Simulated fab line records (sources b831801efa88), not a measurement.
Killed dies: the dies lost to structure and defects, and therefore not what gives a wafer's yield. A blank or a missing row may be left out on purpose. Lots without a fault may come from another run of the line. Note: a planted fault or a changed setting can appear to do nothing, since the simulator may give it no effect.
Which tool did it? ; flow sky130 ; Sampling: 24 lots, 72 wafers, 2 of 708 route steps

## WHAT THE GAUGES READ, wafer by wafer
SKY_METAL4_OVL_MEAS_14.
lot;measured;on;METAL4_OVL (nm)
L075;day 42 04:54;overlay-02;-1 -11 -8
L074;day 42 06:29;overlay-01;8 0 -1
L076;day 42 15:00;overlay-02;-2 0 7
L077;day 42 17:44;overlay-02;-6 -6 -6
L078;day 42 22:55;overlay-01;0 -5 -3
L079;day 44 07:21;overlay-01;-4 -8 -2
L081;day 44 09:13;overlay-01;-9 -3 -9
L080;day 44 12:05;overlay-01;0 -1 5
L084;day 45 10:16;overlay-02;-6 -8 -6
L083;day 45 11:51;overlay-02;8 0 1
L082;day 45 15:13;overlay-01;8 1 5
L086;day 46 00:51;overlay-01;-6 -7 -4
L085;day 46 06:53;overlay-02;-7 -1 -15
L087;day 46 11:40;overlay-01;-12 -3 -13
L088;day 46 14:32;overlay-01;7 5 -3
L090;day 46 19:38;overlay-02;0 4 8
L089;day 46 22:44;overlay-02;4 -10 -6
L092;day 46 23:31;overlay-02;-5 3 -6
L091;day 47 04:50;overlay-01;4 1 4
L094;day 47 08:25;overlay-02;-1 -11 1
L093;day 47 11:44;overlay-02;10 -7 5
L096;day 47 15:29;overlay-01;8 -6 3
L095;day 47 17:56;overlay-02;2 -1 7
L097;day 47 23:12;overlay-02;-7 -9 -9

## TOOL THAT RAN EACH LOT (tool first, then ch and the chambers of the sampled wafers, then the start)
lot;SKY_METAL1_STRIP_20
L075;plasma asher-04 ch 0,1, day 33 05:40
L074;plasma asher-02 ch 0,1, day 33 07:28
L076;plasma asher-04 ch 0,1, day 33 16:52
L077;plasma asher-01 ch 0, day 33 18:45
L078;plasma asher-02 ch 1, day 34 01:20
L079;plasma asher-04 ch 0,1, day 35 15:09
L081;plasma asher-01 ch 1, day 35 17:05
L080;plasma asher-01 ch 0,1, day 35 19:25
L084;plasma asher-04 ch 0,1, day 37 00:17
L083;plasma asher-02 ch 0,1, day 37 02:32
L082;plasma asher-04 ch 0,1, day 37 05:12
L086;plasma asher-02 ch 0, day 37 18:35
L085;plasma asher-02 ch 0,1, day 38 02:23
L087;plasma asher-01 ch 0,1, day 38 04:50
L088;plasma asher-04 ch 0,1, day 38 10:40
L090;plasma asher-02 ch 0,1, day 38 15:38
L089;plasma asher-04 ch 0,1, day 38 18:15
L092;plasma asher-04 ch 0,1, day 38 23:45
L091;plasma asher-01 ch 1, day 39 02:23
L094;plasma asher-01 ch 0,1, day 39 09:18
L093;plasma asher-04 ch 0,1, day 39 12:34
L096;plasma asher-04 ch 0,1, day 39 16:43
L095;plasma asher-04 ch 0,1, day 39 19:39
L097;plasma asher-04 ch 0,1, day 40 02:13
- SKY_METAL1_STRIP_20: strips in O2/N2.

## WHAT THE TOOLS THEMSELVES READ (means of the sampled wafers that have a number; where no wafer has one, the mark that the record gives instead)
SKY_METAL1_STRIP_20.
lot;tool;chamber pressure mTorr (mTorr);drypump motor current A (A);n2 flow sccm (sccm);oes product au (a.u.);strip time to endpoint s (s)
L075;plasma asher-04;1501.1;5.6;300.8;0.345;2.662
L074;plasma asher-02;1499.7;5.8;299.4;0.336;2.649
L076;plasma asher-04;1500.0;5.6;300.7;0.342;2.676
L077;plasma asher-01;1500.2;4.9;301.1;0.341;2.643
L078;plasma asher-02;1501.0;5.2;299.8;0.337;2.616
L079;plasma asher-04;1499.5;5.4;299.7;0.345;2.689
L081;plasma asher-01;1499.3;5.7;300.4;0.342;2.683
L080;plasma asher-01;1499.3;5.4;300.2;0.344;2.683
L084;plasma asher-04;1501.4;5.4;300.1;0.344;2.694
L083;plasma asher-02;1497.7;5.5;299.5;0.342;2.704
L082;plasma asher-04;1499.2;5.5;299.8;0.342;2.696
L086;plasma asher-02;1500.8;6.1;299.8;0.343;2.684
L085;plasma asher-02;1500.1;5.8;299.5;0.345;2.650
L087;plasma asher-01;1499.9;5.2;300.2;0.339;2.654
L088;plasma asher-04;1498.8;5.6;300.9;0.340;2.719
L090;plasma asher-02;1500.0;5.8;300.3;0.343;2.703
L089;plasma asher-04;1501.5;5.6;299.6;0.341;2.711
L092;plasma asher-04;1500.3;5.4;300.7;0.338;2.654
L091;plasma asher-01;1500.8;5.7;299.9;0.342;2.645
L094;plasma asher-01;1500.5;5.2;300.1;0.346;2.684
L093;plasma asher-04;1499.6;5.6;300.6;0.346;2.676
L096;plasma asher-04;1498.8;5.6;300.1;0.338;2.671
L095;plasma asher-04;1499.4;5.4;299.6;0.342;2.685
L097;plasma asher-04;1502.2;5.4;300.0;0.341;2.666

## THE ANSWER, worked out from the rows above alone
Rule: the lots themselves supply what counts as usual. Put in order of their means at a reading, lots are off if they are a third of the lots or fewer, leave a main group of 4 or more, and stand apart from it by a gap of 3 or more times the standard deviation of the main group's means; of several such gaps the widest counts. The tables above print the reading to a certain number of digits; a main group whose means all agree to those digits is not used. A lot without any number at a reading at which 4 lots or more have one is off too. All remaining lots with rows at the step are treated as sound. Order of review: gauges by route order, followed by the tools' own readings, for which a lot's mean as printed above is used. The first step at which some lot is off is used, and at that step the reading that is off furthest; a lot without a number counts as furthest.
None of the lots is off at any reading shown; this tells nothing.

## WHAT HAD BEEN PUT IN BY THE SIMULATOR
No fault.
